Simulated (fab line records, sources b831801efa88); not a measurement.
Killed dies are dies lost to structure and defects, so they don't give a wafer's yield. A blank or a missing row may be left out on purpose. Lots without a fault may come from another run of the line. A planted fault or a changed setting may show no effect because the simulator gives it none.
A sampling plan put to the test | flow sky130 | one fab line, 47 faults that these records tell of, each judged on the records of the lots that it struck
The plan is the line's own looks: the steps of the route at which a gauge or an inspection reads the wafer and doesn't change it. A look can be judged if struck wafers have a number there and the file gives its usual mean and standard deviation on fault-free wafers. Caught: at a look after the fault's first step, the mean of the struck wafers lies 4 or more of those standard deviations (sigma) from the usual mean. On the tool: the same test on the tool's own readings at the fault's steps. Another recipe on the struck wafers, or a record that is blank for them alone, also counts as caught.

THE FAULTS, as the simulator had put them in
1. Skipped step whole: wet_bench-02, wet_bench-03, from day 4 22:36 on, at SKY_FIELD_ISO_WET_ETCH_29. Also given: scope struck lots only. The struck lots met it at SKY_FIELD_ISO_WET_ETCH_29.
2. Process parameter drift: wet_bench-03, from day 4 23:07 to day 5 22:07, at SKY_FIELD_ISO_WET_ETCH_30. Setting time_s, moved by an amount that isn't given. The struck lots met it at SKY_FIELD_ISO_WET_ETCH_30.
3. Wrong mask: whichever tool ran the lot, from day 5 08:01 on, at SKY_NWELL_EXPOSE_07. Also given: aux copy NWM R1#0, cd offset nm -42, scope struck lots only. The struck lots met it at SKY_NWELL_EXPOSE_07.
4. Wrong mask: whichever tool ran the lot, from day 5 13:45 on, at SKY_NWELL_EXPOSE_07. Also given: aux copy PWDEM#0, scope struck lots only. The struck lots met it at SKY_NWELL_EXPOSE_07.
5. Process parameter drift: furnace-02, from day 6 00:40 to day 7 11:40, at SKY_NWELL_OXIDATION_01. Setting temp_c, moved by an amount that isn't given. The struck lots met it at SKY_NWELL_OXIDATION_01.
6. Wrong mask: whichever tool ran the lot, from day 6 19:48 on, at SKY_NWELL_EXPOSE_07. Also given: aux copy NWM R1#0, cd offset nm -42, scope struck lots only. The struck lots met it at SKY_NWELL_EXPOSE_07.
7. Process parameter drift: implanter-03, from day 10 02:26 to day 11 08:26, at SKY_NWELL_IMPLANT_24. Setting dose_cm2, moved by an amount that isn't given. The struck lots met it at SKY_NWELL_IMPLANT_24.
8. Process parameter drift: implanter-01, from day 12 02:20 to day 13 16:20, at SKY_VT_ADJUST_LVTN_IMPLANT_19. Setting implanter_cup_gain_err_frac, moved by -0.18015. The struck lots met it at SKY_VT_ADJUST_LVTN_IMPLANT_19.
9. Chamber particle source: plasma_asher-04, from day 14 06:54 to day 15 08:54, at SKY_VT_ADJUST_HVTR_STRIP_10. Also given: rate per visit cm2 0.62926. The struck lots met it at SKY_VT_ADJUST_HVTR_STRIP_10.
10. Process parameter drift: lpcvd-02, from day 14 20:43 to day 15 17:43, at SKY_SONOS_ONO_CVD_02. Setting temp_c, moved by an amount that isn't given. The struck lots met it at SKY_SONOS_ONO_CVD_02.
11. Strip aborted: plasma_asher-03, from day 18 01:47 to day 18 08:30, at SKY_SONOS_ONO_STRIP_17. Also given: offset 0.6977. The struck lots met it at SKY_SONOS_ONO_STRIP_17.
12. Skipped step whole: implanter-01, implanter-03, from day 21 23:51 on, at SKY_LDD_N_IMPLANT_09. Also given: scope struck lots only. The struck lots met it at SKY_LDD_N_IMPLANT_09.
13. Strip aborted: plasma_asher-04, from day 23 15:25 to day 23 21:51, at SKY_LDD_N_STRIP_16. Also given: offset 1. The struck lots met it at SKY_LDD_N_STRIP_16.
14. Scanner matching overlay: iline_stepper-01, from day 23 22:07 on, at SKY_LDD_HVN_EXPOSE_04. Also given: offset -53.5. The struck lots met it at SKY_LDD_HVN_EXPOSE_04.
15. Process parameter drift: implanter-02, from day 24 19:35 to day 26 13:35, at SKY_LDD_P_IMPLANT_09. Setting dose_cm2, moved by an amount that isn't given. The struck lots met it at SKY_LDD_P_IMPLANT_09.
16. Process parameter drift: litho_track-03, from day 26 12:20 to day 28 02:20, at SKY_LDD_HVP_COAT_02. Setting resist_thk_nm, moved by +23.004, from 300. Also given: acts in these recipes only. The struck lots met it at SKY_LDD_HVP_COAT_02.
17. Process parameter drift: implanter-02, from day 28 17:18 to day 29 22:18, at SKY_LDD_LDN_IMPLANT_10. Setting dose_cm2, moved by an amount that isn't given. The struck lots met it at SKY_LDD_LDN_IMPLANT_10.
18. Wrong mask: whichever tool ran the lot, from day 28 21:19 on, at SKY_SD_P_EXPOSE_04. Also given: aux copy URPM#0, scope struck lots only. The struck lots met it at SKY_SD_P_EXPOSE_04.
19. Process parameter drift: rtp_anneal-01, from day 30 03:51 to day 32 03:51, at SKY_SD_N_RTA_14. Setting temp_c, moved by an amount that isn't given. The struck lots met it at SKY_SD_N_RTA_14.
20. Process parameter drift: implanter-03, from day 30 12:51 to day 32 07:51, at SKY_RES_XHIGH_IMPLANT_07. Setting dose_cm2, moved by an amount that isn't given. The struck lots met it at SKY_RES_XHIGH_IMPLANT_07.
21. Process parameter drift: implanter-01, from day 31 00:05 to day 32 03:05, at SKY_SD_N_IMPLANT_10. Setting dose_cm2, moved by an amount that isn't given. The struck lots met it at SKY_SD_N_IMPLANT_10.
22. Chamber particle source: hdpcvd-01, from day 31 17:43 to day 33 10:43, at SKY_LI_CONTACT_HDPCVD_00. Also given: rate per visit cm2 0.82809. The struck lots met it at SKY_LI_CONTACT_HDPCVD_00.
23. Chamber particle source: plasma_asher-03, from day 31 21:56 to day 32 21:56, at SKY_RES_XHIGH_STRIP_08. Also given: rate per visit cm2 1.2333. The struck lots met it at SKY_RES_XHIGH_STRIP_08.
24. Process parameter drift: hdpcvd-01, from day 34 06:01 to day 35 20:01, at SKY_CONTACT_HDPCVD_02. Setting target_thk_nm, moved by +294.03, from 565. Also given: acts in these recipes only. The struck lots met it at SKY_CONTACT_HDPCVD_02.
25. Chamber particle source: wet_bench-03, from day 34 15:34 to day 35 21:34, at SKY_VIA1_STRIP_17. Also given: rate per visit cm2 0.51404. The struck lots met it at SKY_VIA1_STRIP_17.
26. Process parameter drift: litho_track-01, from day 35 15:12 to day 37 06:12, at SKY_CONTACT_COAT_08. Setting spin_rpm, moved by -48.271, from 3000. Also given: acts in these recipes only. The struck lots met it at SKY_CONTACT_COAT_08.
27. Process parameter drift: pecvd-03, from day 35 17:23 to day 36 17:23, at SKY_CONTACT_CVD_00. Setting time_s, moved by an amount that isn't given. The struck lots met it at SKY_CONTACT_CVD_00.
28. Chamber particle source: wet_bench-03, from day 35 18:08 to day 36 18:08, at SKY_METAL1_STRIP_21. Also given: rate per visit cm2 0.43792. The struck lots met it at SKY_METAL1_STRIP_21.
29. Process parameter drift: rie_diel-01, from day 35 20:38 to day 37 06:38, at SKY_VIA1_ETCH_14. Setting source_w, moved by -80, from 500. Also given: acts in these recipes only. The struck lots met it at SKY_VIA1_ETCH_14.
30. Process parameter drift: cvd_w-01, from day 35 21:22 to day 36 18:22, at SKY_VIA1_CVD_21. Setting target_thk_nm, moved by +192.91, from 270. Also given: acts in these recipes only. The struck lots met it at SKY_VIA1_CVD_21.
31. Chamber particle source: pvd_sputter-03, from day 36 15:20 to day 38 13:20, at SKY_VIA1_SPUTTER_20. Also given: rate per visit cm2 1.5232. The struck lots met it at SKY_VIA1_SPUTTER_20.
32. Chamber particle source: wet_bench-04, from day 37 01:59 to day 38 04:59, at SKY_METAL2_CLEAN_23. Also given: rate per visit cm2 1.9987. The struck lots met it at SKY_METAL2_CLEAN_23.
33. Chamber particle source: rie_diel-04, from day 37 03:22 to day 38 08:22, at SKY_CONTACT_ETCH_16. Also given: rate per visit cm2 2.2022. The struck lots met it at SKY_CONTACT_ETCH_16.
34. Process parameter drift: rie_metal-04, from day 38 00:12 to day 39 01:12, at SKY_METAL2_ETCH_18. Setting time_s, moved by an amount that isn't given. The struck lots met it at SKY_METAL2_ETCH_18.
35. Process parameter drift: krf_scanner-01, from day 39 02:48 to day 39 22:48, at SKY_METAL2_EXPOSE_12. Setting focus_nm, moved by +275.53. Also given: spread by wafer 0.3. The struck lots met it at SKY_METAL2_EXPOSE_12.
36. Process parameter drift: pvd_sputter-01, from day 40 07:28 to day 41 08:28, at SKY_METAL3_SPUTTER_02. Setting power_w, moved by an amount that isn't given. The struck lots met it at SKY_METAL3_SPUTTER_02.
37. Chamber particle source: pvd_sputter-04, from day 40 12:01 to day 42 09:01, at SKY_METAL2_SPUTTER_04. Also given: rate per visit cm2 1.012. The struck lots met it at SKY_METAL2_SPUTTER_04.
38. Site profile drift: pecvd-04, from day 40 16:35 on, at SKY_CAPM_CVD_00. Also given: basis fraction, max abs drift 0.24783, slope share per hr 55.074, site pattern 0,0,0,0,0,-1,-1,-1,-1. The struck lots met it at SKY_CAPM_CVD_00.
39. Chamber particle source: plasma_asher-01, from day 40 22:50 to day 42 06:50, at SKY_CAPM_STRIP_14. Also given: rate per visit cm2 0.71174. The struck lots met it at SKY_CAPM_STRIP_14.
40. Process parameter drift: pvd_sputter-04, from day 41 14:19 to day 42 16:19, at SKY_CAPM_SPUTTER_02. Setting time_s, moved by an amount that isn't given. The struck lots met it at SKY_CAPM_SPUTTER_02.
41. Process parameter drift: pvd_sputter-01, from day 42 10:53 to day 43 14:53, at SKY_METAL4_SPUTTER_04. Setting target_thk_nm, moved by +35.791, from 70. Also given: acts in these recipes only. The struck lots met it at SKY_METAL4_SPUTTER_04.
42. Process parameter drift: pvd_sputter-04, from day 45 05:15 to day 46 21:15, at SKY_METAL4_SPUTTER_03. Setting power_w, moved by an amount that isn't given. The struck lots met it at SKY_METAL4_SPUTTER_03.
43. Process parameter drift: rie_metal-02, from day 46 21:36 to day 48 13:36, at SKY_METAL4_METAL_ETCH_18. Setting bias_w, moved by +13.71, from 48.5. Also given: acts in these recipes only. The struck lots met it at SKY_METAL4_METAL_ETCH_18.
44. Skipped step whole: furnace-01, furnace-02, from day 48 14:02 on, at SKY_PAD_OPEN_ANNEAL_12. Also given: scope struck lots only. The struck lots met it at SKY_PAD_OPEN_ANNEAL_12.
45. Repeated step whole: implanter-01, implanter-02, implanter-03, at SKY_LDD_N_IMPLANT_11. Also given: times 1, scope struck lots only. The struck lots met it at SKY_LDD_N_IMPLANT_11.
46. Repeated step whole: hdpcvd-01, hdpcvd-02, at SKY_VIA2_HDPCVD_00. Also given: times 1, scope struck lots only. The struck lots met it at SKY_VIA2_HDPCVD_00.
47. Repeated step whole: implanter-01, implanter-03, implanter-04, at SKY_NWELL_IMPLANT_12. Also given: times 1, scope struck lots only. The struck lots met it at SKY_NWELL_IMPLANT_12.

WHAT THE PLAN SAW
fault | on the tool itself                               | first look that catches it                      | reading, sigma                                      | median hours from its first step to that look | hours from the fault's start to the first struck lot there | judged looks passed uncaught
1     | the tool's record is blank for the struck wafers | no look after it can be judged                  | -                                                   | -                                             | -                                                          | 0
2     | run_length_s +12 sigma                           | none of the 4 looks that can be judged after it | -                                                   | -                                             | -                                                          | 4
3     | under 2 sigma                                    | no look after it can be judged                  | -                                                   | -                                             | -                                                          | 0
4     | no reading that can be judged                    | SKY_NWELL_TW_MEAS_15                            | NWELL_TW -99 or beyond                              | 9.1                                           | 13                                                         | 0
5     | tube_center_temp_C +99 or beyond sigma           | SKY_NWELL_THK_MEAS_02                           | NWELL_OXIDATION_THK +16                             | 1.4                                           | 4                                                          | 0
6     | under 2 sigma                                    | no look after it can be judged                  | -                                                   | -                                             | -                                                          | 0
7     | dose_ions_cm2 +99 or beyond sigma                | SKY_NWELL_TW_MEAS_26                            | NWELL_2_TW +16                                      | 0.2                                           | 3                                                          | 0
8     | beam_on_s +8.4 sigma                             | SKY_VT_ADJUST_LVTN_TW_MEAS_21                   | VT_ADJUST_LVTN_2_TW +9.0                            | 0.2                                           | 21                                                         | 0
9     | under 2 sigma                                    | not the one look that can be judged after it    | -                                                   | -                                             | -                                                          | 1
10    | susceptor_temp_C +92 sigma                       | SKY_SONOS_ONO_THK_MEAS_03                       | SONOS_ONO_CVD_02_THK +48                            | 1.3                                           | 5                                                          | 0
11    | oes_product_au +41 sigma                         | no look after it can be judged                  | -                                                   | -                                             | -                                                          | 0
12    | the tool's record is blank for the struck wafers | SKY_LDD_N_TW_MEAS_17                            | LDD_N_TW -5.9                                       | 1.2                                           | 4                                                          | 0
13    | oes_product_au +36 sigma                         | SKY_LDD_P_TW_MEAS_11                            | LDD_P_TW -81                                        | 29.7                                          | 36                                                         | 0
14    | no reading that can be judged                    | SKY_LDD_HVN_OVL_MEAS_07                         | LDD_HVN_OVL -40                                     | 14.1                                          | 18                                                         | 0
15    | dose_ions_cm2 +99 or beyond sigma                | SKY_LDD_P_TW_MEAS_11                            | LDD_P_TW +13                                        | 0.2                                           | 5                                                          | 0
16    | under 2 sigma                                    | not the one look that can be judged after it    | -                                                   | -                                             | -                                                          | 1
17    | dose_ions_cm2 -99 or beyond sigma                | SKY_LDD_LDN_TW_MEAS_13                          | LDD_LDN_TW -8.7                                     | 0.4                                           | 1                                                          | 0
18    | under 2 sigma                                    | SKY_SD_P_TW_MEAS_11                             | SD_P_TW -99 or beyond                               | 14.4                                          | 18                                                         | 0
19    | wafer_temp_C_max +21 sigma                       | SKY_SD_N_RS_MEAS_16                             | SD_N_RS -40                                         | 0.2                                           | 5                                                          | 0
20    | dose_ions_cm2 -99 or beyond sigma                | SKY_RES_XHIGH_TW_MEAS_09                        | RES_XHIGH_TW -76                                    | 0.2                                           | 0                                                          | 0
21    | dose_ions_cm2 -99 or beyond sigma                | SKY_SD_N_RS_MEAS_16                             | SD_N_RS +7.9                                        | 0.5                                           | 17                                                         | 0
22    | no reading that can be judged                    | no look after it can be judged                  | -                                                   | -                                             | -                                                          | 0
23    | under 2 sigma                                    | no look after it can be judged                  | -                                                   | -                                             | -                                                          | 0
24    | no reading that can be judged                    | SKY_CONTACT_THK_MEAS_03                         | CONTACT_HDPCVD_THK +41                              | 0.1                                           | 2                                                          | 0
25    | no reading that can be judged                    | not the one look that can be judged after it    | -                                                   | -                                             | -                                                          | 1
26    | spin_speed_rpm -21 sigma                         | none of the 2 looks that can be judged after it | -                                                   | -                                             | -                                                          | 2
27    | under 2 sigma                                    | SKY_CONTACT_THK_MEAS_01                         | CONTACT_CVD_00_THK +12                              | 0.0                                           | 6                                                          | 0
28    | no reading that can be judged                    | no look after it can be judged                  | -                                                   | -                                             | -                                                          | 0
29    | rf_fwd_power_W -38 sigma                         | no look after it can be judged                  | -                                                   | -                                             | -                                                          | 0
30    | under 2 sigma                                    | SKY_VIA1_RS_MEAS_22                             | VIA1_W_RS -29                                       | 0.1                                           | 7                                                          | 0
31    | under 2 sigma                                    | not the one look that can be judged after it    | -                                                   | -                                             | -                                                          | 1
32    | no reading that can be judged                    | none of the 6 looks that can be judged after it | -                                                   | -                                             | -                                                          | 6
33    | under 2 sigma                                    | no look after it can be judged                  | -                                                   | -                                             | -                                                          | 0
34    | oes_product_au +30 sigma                         | no look after it can be judged                  | -                                                   | -                                             | -                                                          | 0
35    | no reading that can be judged                    | SKY_METAL2_CD_MEAS_15                           | cd_nm -23                                           | 13.2                                          | 22                                                         | 0
36    | cathode_dc_power_W +99 or beyond sigma           | not the one look that can be judged after it    | -                                                   | -                                             | -                                                          | 1
37    | under 2 sigma                                    | none of the 2 looks that can be judged after it | -                                                   | -                                             | -                                                          | 2
38    | under 2 sigma                                    | SKY_CAPM_THK_MEAS_01                            | CAPM_CVD_00_THK -5.9                                | 0.0                                           | 12                                                         | 0
39    | under 2 sigma                                    | not the one look that can be judged after it    | -                                                   | -                                             | -                                                          | 1
40    | under 2 sigma                                    | none of the 2 looks that can be judged after it | strongest: CAPM_TIN_RS at SKY_CAPM_RS_MEAS_03, -3.0 | -                                             | -                                                          | 2
41    | under 2 sigma                                    | none of the 2 looks that can be judged after it | -                                                   | -                                             | -                                                          | 2
42    | cathode_dc_power_W +99 or beyond sigma           | no look after it can be judged                  | -                                                   | -                                             | -                                                          | 0
43    | bias_w +97 sigma                                 | no look after it can be judged                  | -                                                   | -                                             | -                                                          | 0
44    | the tool's record is blank for the struck wafers | SKY_PAD_OPEN_BOW_MEAS_13                        | PAD_OPEN_BOW +7.1                                   | 1.5                                           | 2                                                          | 0
45    | under 2 sigma                                    | SKY_LDD_N_TW_MEAS_17                            | LDD_N_TW +4.1                                       | 1.2                                           | -                                                          | 0
46    | no reading that can be judged                    | SKY_VIA2_THK_MEAS_01                            | VIA2_HDPCVD_THK +82                                 | 0.4                                           | -                                                          | 0
47    | no reading that can be judged                    | SKY_NWELL_RS_MEAS_29                            | NWELL_RS -18                                        | 20.5                                          | -                                                          | 0
A dash: the fault isn't caught, or these records don't give the number.

Caught at a look: 23 of 47. Caught on the tool: 21 of 47. By one or the other: 32 of 47.
Caught on the tool alone: faults 1, 2, 11, 26, 29, 34, 36, 42, 43.
Caught at a look alone: faults 4, 14, 18, 24, 27, 30, 35, 38, 45, 46, 47.
Caught by neither: faults 3, 6, 9, 16, 22, 23, 25, 28, 31, 32, 33, 37, 39, 40, 41.

THINNER SAMPLING
If the look that catches a fault measured only every second or every third lot, by lot number, the first struck lot would be measured this late in the worst case:
fault | struck lots at that look, in order of time | every lot | every second lot | every third lot
4     | L619                                       | 13 h      | may miss it      | may miss it
5     | L510, L512                                 | 4 h       | may miss all 2   | may miss all 2
7     | L423, L424                                 | 3 h       | 9 h              | may miss all 2
8     | L246, L247                                 | 21 h      | 30 h             | may miss all 2
10    | L233, L234                                 | 5 h       | 13 h             | may miss all 2
12    | L445, L446                                 | 4 h       | 12 h             | may miss all 2
13    | L221                                       | 36 h      | may miss it      | may miss it
14    | L719, L720, L724                           | 18 h      | 25 h             | 56 h
15    | L549, L548                                 | 5 h       | 8 h              | may miss all 2
17    | L228, L230, L232                           | 1 h       | may miss all 3   | 24 h
18    | L920                                       | 18 h      | may miss it      | may miss it
19    | L324, L326, L328                           | 5 h       | may miss all 3   | 43 h
20    | L108, L109                                 | 0 h       | 7 h              | may miss all 2
21    | L629, L631                                 | 17 h      | may miss all 2   | may miss all 2
24    | L132, L133                                 | 2 h       | 10 h             | may miss all 2
27    | L229, L232                                 | 6 h       | 19 h             | may miss all 2
30    | L314, L316                                 | 7 h       | may miss all 2   | may miss all 2
35    | L104, L105                                 | 22 h      | 22 h             | may miss all 2
38    | L164, L165, L167, L169                     | 12 h      | 13 h             | 33 h
44    | L450, L451                                 | 2 h       | 5 h              | may miss all 2
Hours are from the fault's start to the first struck lot that is measured. The limit of 4 sigma was tested on all struck wafers together, so one lot alone may lie under it. Other struck lots may not be in these records.

THE LONGEST TIMED WAY FROM STEP TO LOOK
Fault 13: a median of 29.7 hours passes between SKY_LDD_N_STRIP_16 and SKY_LDD_P_TW_MEAS_11. No look between them can be judged.
